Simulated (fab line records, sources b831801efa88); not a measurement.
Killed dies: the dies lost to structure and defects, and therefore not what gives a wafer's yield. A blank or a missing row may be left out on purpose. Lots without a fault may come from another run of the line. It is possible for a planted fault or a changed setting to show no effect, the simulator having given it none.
Shared-tool check :: flow sky130 :: 13 lots, 45 wafers sampled

## WHAT PROMPTED THE OPENING
2 of 13 lots carry a flag on the reading GATE_OXIDE_OXIDATION_00_THK at SKY_GATE_OXIDE_THK_MEAS_02. Fault-free wafers read 10.36 nm, with a standard deviation of 0.18.
Rule: a lot is flagged in two cases, either no wafer of it has a number, or all its wafers with numbers fall more than 4 standard deviations from that mean. The rest of the lots are taken to be sound.

lot: L237
measured: day 13 04:51
on: film_metro-03
GATE_OXIDE_OXIDATION_00_THK (nm), wafer by wafer: 10.28 10.34 10.04
flag: 

lot: L238
measured: day 13 09:15
on: film_metro-02
GATE_OXIDE_OXIDATION_00_THK (nm), wafer by wafer: 10.14 9.93 10.10
flag: 

lot: L240
measured: day 13 21:51
on: film_metro-02
GATE_OXIDE_OXIDATION_00_THK (nm), wafer by wafer: 10.30 10.23 10.29
flag: 

lot: L244
measured: day 15 10:17
on: film_metro-01
GATE_OXIDE_OXIDATION_00_THK (nm), wafer by wafer: 5.85 5.65 5.70 5.85 5.60 5.79
flag: FLAGGED

lot: L245
measured: day 16 03:04
on: film_metro-02
GATE_OXIDE_OXIDATION_00_THK (nm), wafer by wafer: 6.04 5.99 6.03 6.08 6.01 5.98
flag: FLAGGED

lot: L251
measured: day 18 02:50
on: film_metro-01
GATE_OXIDE_OXIDATION_00_THK (nm), wafer by wafer: 10.39 10.51 10.28
flag: 

lot: L252
measured: day 18 12:14
on: film_metro-02
GATE_OXIDE_OXIDATION_00_THK (nm), wafer by wafer: 10.55 10.52 10.59
flag: 

lot: L253
measured: day 18 17:53
on: film_metro-03
GATE_OXIDE_OXIDATION_00_THK (nm), wafer by wafer: 10.65 10.58 10.67
flag: 

lot: L254
measured: day 19 04:50
on: film_metro-03
GATE_OXIDE_OXIDATION_00_THK (nm), wafer by wafer: 10.28 10.34 10.51
flag: 

lot: L255
measured: day 19 22:39
on: film_metro-01
GATE_OXIDE_OXIDATION_00_THK (nm), wafer by wafer: 10.56 10.37 10.66
flag: 

lot: L256
measured: day 20 02:58
on: film_metro-03
GATE_OXIDE_OXIDATION_00_THK (nm), wafer by wafer: 10.28 10.18 10.26
flag: 

lot: L257
measured: day 20 10:38
on: film_metro-03
GATE_OXIDE_OXIDATION_00_THK (nm), wafer by wafer: 10.25 10.38 10.16
flag: 

lot: L258
measured: day 20 19:19
on: film_metro-03
GATE_OXIDE_OXIDATION_00_THK (nm), wafer by wafer: 10.16 10.23 10.36
flag: 
The numbers of the flagged lots are 5.88 nm on average: -4.48 nm against the usual, or -25 standard deviations.

## WHICH TOOL RAN EACH LOT
The record holds 1 process step before the reading, out of a route of 708 steps. Read each cell as the tool, then ch plus the chambers that the sampled wafers visited, then the start.
lot: L237
flag: 
SKY_GATE_OXIDE_OXIDATION_01: furnace-02 ch 0, day 13 03:26

lot: L238
flag: 
SKY_GATE_OXIDE_OXIDATION_01: furnace-01 ch 0, day 13 07:49

lot: L240
flag: 
SKY_GATE_OXIDE_OXIDATION_01: furnace-01 ch 0, day 13 20:26

lot: L244
flag: FLAGGED
SKY_GATE_OXIDE_OXIDATION_01: furnace-02 ch 0, day 15 08:51

lot: L245
flag: FLAGGED
SKY_GATE_OXIDE_OXIDATION_01: furnace-02 ch 0, day 16 01:39

lot: L251
flag: 
SKY_GATE_OXIDE_OXIDATION_01: furnace-01 ch 0, day 18 01:25

lot: L252
flag: 
SKY_GATE_OXIDE_OXIDATION_01: furnace-02 ch 0, day 18 10:49

lot: L253
flag: 
SKY_GATE_OXIDE_OXIDATION_01: furnace-01 ch 0, day 18 16:29

lot: L254
flag: 
SKY_GATE_OXIDE_OXIDATION_01: furnace-01 ch 0, day 19 03:25

lot: L255
flag: 
SKY_GATE_OXIDE_OXIDATION_01: furnace-02 ch 0, day 19 21:14

lot: L256
flag: 
SKY_GATE_OXIDE_OXIDATION_01: furnace-01 ch 0, day 20 01:32

lot: L257
flag: 
SKY_GATE_OXIDE_OXIDATION_01: furnace-02 ch 0, day 20 09:12

lot: L258
flag: 
SKY_GATE_OXIDE_OXIDATION_01: furnace-01 ch 0, day 20 17:53
What is done by these steps:
- SKY_GATE_OXIDE_OXIDATION_01: stabilise 600 s, purge 300 s, target thk 10.268 nm.
- SKY_GATE_OXIDE_THK_MEAS_02

## FLAGGED OVER TOTAL, TOOL BY TOOL (the gauges that took the reading come last)
step: SKY_GATE_OXIDE_OXIDATION_01
tool: furnace-01
lots run: 7
flagged: 0
share of the flagged lots: none
sound lots run after its first flagged lot: -

step: SKY_GATE_OXIDE_OXIDATION_01
tool: furnace-02
lots run: 6
flagged: 2
share of the flagged lots: all
sound lots run after its first flagged lot: 3 (L252,L255,L257)

step: SKY_GATE_OXIDE_THK_MEAS_02
tool: film_metro-01
lots run: 3
flagged: 1
share of the flagged lots: some
sound lots run after its first flagged lot: 2 (L251,L255)

step: SKY_GATE_OXIDE_THK_MEAS_02
tool: film_metro-02
lots run: 4
flagged: 1
share of the flagged lots: some
sound lots run after its first flagged lot: 1 (L252)

step: SKY_GATE_OXIDE_THK_MEAS_02
tool: film_metro-03
lots run: 6
flagged: 0
share of the flagged lots: none
sound lots run after its first flagged lot: -

## WHAT THE TABLE PERMITS
All flagged lots share 1 row of the table, namely furnace-02 at SKY_GATE_OXIDE_OXIDATION_01.
- furnace-02 at SKY_GATE_OXIDE_OXIDATION_01 ran 6 lots, 2 of them flagged. Sound lots ran on it after the first flagged one (L252, L255, L257), which a lasting fault on the whole tool wouldn't allow.
There is no row in the table that ran each flagged lot and no sound lot after the first.

## WHAT THE SIMULATOR HAD INSERTED
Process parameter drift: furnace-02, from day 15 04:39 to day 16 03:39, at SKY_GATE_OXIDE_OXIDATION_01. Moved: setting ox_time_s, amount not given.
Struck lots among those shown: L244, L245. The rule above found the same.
